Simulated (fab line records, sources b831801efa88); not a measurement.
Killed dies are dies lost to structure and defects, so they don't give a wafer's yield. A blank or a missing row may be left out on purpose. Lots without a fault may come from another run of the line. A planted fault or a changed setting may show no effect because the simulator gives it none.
A struck lot beside a sound one | flow sfq_line | 42 steps out of a route of 325
Sound: wafers L672.2, L672.3, L672.5. Struck: wafer L683.6. (L683.2, L683.5 of the same lot were not struck and are left out.) The cause comes at the end.
At each step with rows: each side's tool, then ch and its chambers, then its first start. Under that, the readings that differ: sound wafers | struck wafers | difference of the means | sigmas: that difference in standard deviations of wafers without a fault.
alike: readings whose means differ by less than 2 such deviations, and words and numbers that are the same on both sides. not compared: withheld readings, readings that some wafer has no value for, bounds like >300 that may hide the same value, and numbers for which the record gives no deviation and whose values overlap.
The two part at a step that has a row with sigmas, a row that says differs or no value, or rows on one side only. Numbers that don't overlap but have no deviation are shown without sigmas and don't part them. A reading that every wafer of one side lacks parts them only if that side has two wafers or more.

first, 6 steps without rows for these wafers: SFQ_TRILAYER_I3_VIA_LITHO_COAT_090 (resist thk 62 nm); SFQ_TRILAYER_I3_VIA_LITHO_COAT_085 (resist thk 650 nm); SFQ_TRILAYER_I3_VIA_LITHO_SOFTBAKE_089; SFQ_TRILAYER_I3_VIA_LITHO_EXPOSE_086 (exposes mask I3, target cd 500 nm); SFQ_TRILAYER_I3_VIA_LITHO_PEB_088 (peb time 60 s); SFQ_TRILAYER_I3_VIA_LITHO_DEVELOP_087 (time 60 s).
SFQ_I3_OVL_MEAS_923:
  sound on overlay-01, day 44 17:05; struck on overlay-02, day 48 09:29
  alike: I3_OVL
then, 2 steps without rows for these wafers: SFQ_TRILAYER_I3_VIA_BARC_OPEN_VIA_ETCH_121 (etches BARC in O2, target depth 125 nm, time 41.7 s); SFQ_TRILAYER_I3_VIA_ETCH_VIA_ETCH_088 (etches SiO2 in CHF3, stops on Nb, target depth 260 nm).
SFQ_TRILAYER_I3_VIA_STRIP_STRIP_089: strips in O2.
  sound on rie_metal-03 ch 0,1, day 44 17:16; struck on rie_metal-01 ch 0, day 48 09:40
  alike: drypump_motor_current_A, oes_product_au
  not compared: rf_hours_counter_h
then, 2 steps without rows for these wafers: SFQ_TRILAYER_I3_VIA_STRIP_SOLV_CLEAN_090 (cleans in NMP, time 600 s); SFQ_TRILAYER_M4_DEP_PRE_CLEAN_092 (time 22.5 s).
SFQ_TRILAYER_M4_DEP_SPUTTER_091: material Nb, target thk 200 nm, time 133.3 s.
  sound on pvd_sputter-03, day 44 18:04; struck on pvd_sputter-05, day 48 10:28
  reading                                             | sound             | struck | difference | sigmas
  model.Nb_of_TRILAYER_M4_DEP_SPUTTER_091.thk_nm (nm) | 194.8 194.2 194.6 | 120.6  | -73.9      |
  alike: throttle_valve_pct
SFQ_M4_RS_MEAS_924: measures by four-point-probe.
  sound on film_metro-03, day 44 18:10; struck on film_metro-01, day 48 10:35
  reading           | sound             | struck | difference | sigmas
  M4_NB_RS (ohm/sq) | 0.915 0.918 0.916 | 1.484  | +0.568     | +52
then, 6 steps without rows for these wafers: SFQ_TRILAYER_M4_LITHO_COAT_098 (resist thk 62 nm); SFQ_TRILAYER_M4_LITHO_COAT_093 (resist thk 600 nm); SFQ_TRILAYER_M4_LITHO_SOFTBAKE_097; SFQ_TRILAYER_M4_LITHO_EXPOSE_094 (exposes mask M4, target cd 500 nm); SFQ_TRILAYER_M4_LITHO_PEB_096 (peb time 60 s); SFQ_TRILAYER_M4_LITHO_DEVELOP_095 (time 60 s).
SFQ_M4_OVL_MEAS_926:
  sound on overlay-02, day 44 20:35; struck on overlay-01, day 48 13:00
  reading     | sound  | struck | difference | sigmas
  M4_OVL (nm) | 4 10 6 | -11    | -18        | -2
SFQ_TRILAYER_M4_BARC_OPEN_METAL_ETCH_123: etches BARC in O2, target depth 125 nm, time 41.7 s.
  sound on rie_metal-04 ch 0,1, day 44 20:37; struck on rie_metal-04 ch 1, day 48 13:03
  reading               | sound             | struck | difference | sigmas
  oes_product_au (a.u.) | 0.692 0.683 0.686 | 0.676  | -0.011     | -2
  alike: drypump_motor_current_A
  not compared: rf_hours_counter_h
SFQ_TRILAYER_M4_ETCH_METAL_ETCH_096: etches Nb in Cl2/Ar, stops on SiO2, target depth 240 nm, time 120 s.
  sound on rie_metal-04 ch 0,1, day 44 20:41; struck on rie_metal-04 ch 1, day 48 13:11
  reading               | sound             | struck | difference | sigmas
  oes_product_au (a.u.) | 0.874 0.874 0.882 | 0.690  | -0.187     | -23
  alike: drypump_motor_current_A
  not compared: rf_hours_counter_h
SFQ_TRILAYER_M4_STRIP_STRIP_097: strips in O2.
  sound on rie_metal-04 ch 0,1, day 44 20:49; struck on rie_metal-04 ch 1, day 48 13:36
  alike: drypump_motor_current_A, oes_product_au
  not compared: rf_hours_counter_h
then, 1 step without rows for these wafers: SFQ_TRILAYER_M4_STRIP_SOLV_CLEAN_098 (cleans in NMP, time 600 s).
SFQ_TRILAYER_I4_DEP_PECVD_099: deposits SiO2 from SiH4/N2O, time 111.11 s, target thk 500 nm.
  sound on pecvd-02 ch 0,1,2, day 44 21:35; struck on pecvd-03 ch 1, day 48 14:46
  alike: heater_power_w, throttle_valve_pct
then, 1 step without rows for these wafers: SFQ_TRILAYER_I4_CMP_CMP_100 (polishes SiO2).
SFQ_I4_BOW_MEAS_927:
  sound on film_metro-01, day 45 02:17; struck on film_metro-03, day 49 08:21
  alike: I4_BOW
then, 7 steps without rows for these wafers: SFQ_TRILAYER_I4_METRO_MEASURE_101; SFQ_TRILAYER_I4_VIA_LITHO_COAT_108 (resist thk 62 nm); SFQ_TRILAYER_I4_VIA_LITHO_COAT_103 (resist thk 650 nm); SFQ_TRILAYER_I4_VIA_LITHO_SOFTBAKE_107; SFQ_TRILAYER_I4_VIA_LITHO_EXPOSE_104 (exposes mask I4, target cd 700 nm); SFQ_TRILAYER_I4_VIA_LITHO_PEB_106 (peb time 60 s); SFQ_TRILAYER_I4_VIA_LITHO_DEVELOP_105 (time 60 s).
-- the record jumps here: 6 days lie between the struck wafers' starts before and after --
SFQ_I4_OVL_MEAS_928:
  sound on overlay-02, day 51 09:52; struck on overlay-02, day 55 01:20
  alike: I4_OVL
then, 2 steps without rows for these wafers: SFQ_TRILAYER_I4_VIA_BARC_OPEN_VIA_ETCH_146 (etches BARC in O2, target depth 125 nm, time 41.7 s); SFQ_TRILAYER_I4_VIA_ETCH_VIA_ETCH_106 (etches SiO2 in CHF3, stops on Nb, target depth 260 nm).
SFQ_TRILAYER_I4_VIA_STRIP_STRIP_107: strips in O2.
  sound on rie_metal-02 ch 0, day 51 10:02; struck on rie_metal-02 ch 0, day 55 01:31
  alike: drypump_motor_current_A, oes_product_au
  not compared: rf_hours_counter_h
then, 2 steps without rows for these wafers: SFQ_TRILAYER_I4_VIA_STRIP_SOLV_CLEAN_108 (cleans in NMP, time 600 s); SFQ_TRILAYER_JJ_TRILAYER_DEP_PRE_CLEAN_113 (time 22.5 s).
-- the record jumps here: 35 days lie between the struck wafers' starts before and after --
SFQ_M8_BOW_MEAS_951:
  sound on film_metro-03, day 85 01:29; struck on film_metro-02, day 90 02:53
  reading                 | sound                | struck | difference | sigmas
  model.etest.m4.ohm_um   | 1.843 1.844 1.846    | 2.979  | +1.135     |
  model.etest.i3.link_ohm | 2.01 2.014 1.994     | 2.675  | +0.669     |
  model.etest.m4.ohm_sq   | 0.9148 0.9177 0.9155 | 1.478  | +0.562     |
  model.etest.i4.link_ohm | 2.212 2.196 2.202    | 2.758  | +0.555     |
  alike: M8_BOW

WHERE THEY PART
First at SFQ_M4_RS_MEAS_924; last, within this record, at SFQ_TRILAYER_M4_ETCH_METAL_ETCH_096. Later steps at which nothing parts them and some readings are alike: SFQ_TRILAYER_M4_STRIP_STRIP_097, SFQ_TRILAYER_I4_DEP_PECVD_099, SFQ_I4_BOW_MEAS_927, SFQ_I4_OVL_MEAS_928, SFQ_TRILAYER_I4_VIA_STRIP_STRIP_107, SFQ_M8_BOW_MEAS_951.

WHY: what the simulator had put in
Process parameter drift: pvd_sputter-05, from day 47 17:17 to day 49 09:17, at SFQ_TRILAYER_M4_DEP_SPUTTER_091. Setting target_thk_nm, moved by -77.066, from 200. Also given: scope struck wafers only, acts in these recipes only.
